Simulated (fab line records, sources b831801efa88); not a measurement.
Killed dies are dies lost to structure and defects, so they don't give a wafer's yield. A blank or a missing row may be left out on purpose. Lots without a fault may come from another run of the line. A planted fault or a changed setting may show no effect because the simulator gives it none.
Which tool did it? | flow sky130 | 12 lots, 36 wafers sampled, at 1 step of a route of 708

WHAT THE GAUGES READ, wafer by wafer
SKY_CAPM_THK_MEAS_01. Usual: CAPM_CVD_00_THK 15.46 nm, standard deviation 0.25.
lot  | measured     | on            | CAPM_CVD_00_THK (nm) | flag
L803 | day 36 21:21 | film_metro-02 | 15.53 15.48 15.74    |
L804 | day 37 02:07 | film_metro-04 | 15.68 15.79 15.44    |
L805 | day 37 11:32 | film_metro-02 | 15.81 15.87 15.86    |
L806 | day 37 19:40 | film_metro-02 | 15.54 15.75 15.51    |
L809 | day 38 20:49 | film_metro-02 | 15.25 15.44 15.36    |
L810 | day 39 04:08 | film_metro-04 | 15.38 15.62 15.12    |
L819 | day 41 11:41 | film_metro-04 | 15.39 15.67 15.63    |
L821 | day 42 03:33 | film_metro-02 | 15.63 15.32 15.61    |
L822 | day 42 12:30 | film_metro-02 | 15.32 15.24 15.45    |
L823 | day 42 18:20 | film_metro-03 | 15.52 15.18 15.51    |
L824 | day 43 06:55 | film_metro-04 | 14.97 15.23 15.34    |
L825 | day 43 10:45 | film_metro-02 | 15.74 15.36 15.86    |

WHICH TOOL RAN EACH LOT (tool, then ch and the chambers of the sampled wafers, then the start)
The record holds no process step before these readings.

WHAT THE TOOLS THEMSELVES READ (means of the sampled wafers that have a number; where no wafer has one, the mark that the record gives instead)
The record holds no such reading with a usual standard deviation.

THE ANSWER, worked out from the rows above alone
Rule: a lot is off if the mean of its wafers that have a number lies more than 3 standard deviations from the usual mean. A lot without any number at a reading at which 4 lots or more have one is off too. The other lots that the step has rows for count as sound. The gauges are gone through in route order, then the tools' own readings, and for those a lot's mean is taken as printed above. The first step at which some lot is off is used, and at that step the reading that is off furthest; a lot without a number counts as furthest.
No lot is off at any reading shown: from this, nothing can be told.

WHAT THE SIMULATOR HAD PUT IN
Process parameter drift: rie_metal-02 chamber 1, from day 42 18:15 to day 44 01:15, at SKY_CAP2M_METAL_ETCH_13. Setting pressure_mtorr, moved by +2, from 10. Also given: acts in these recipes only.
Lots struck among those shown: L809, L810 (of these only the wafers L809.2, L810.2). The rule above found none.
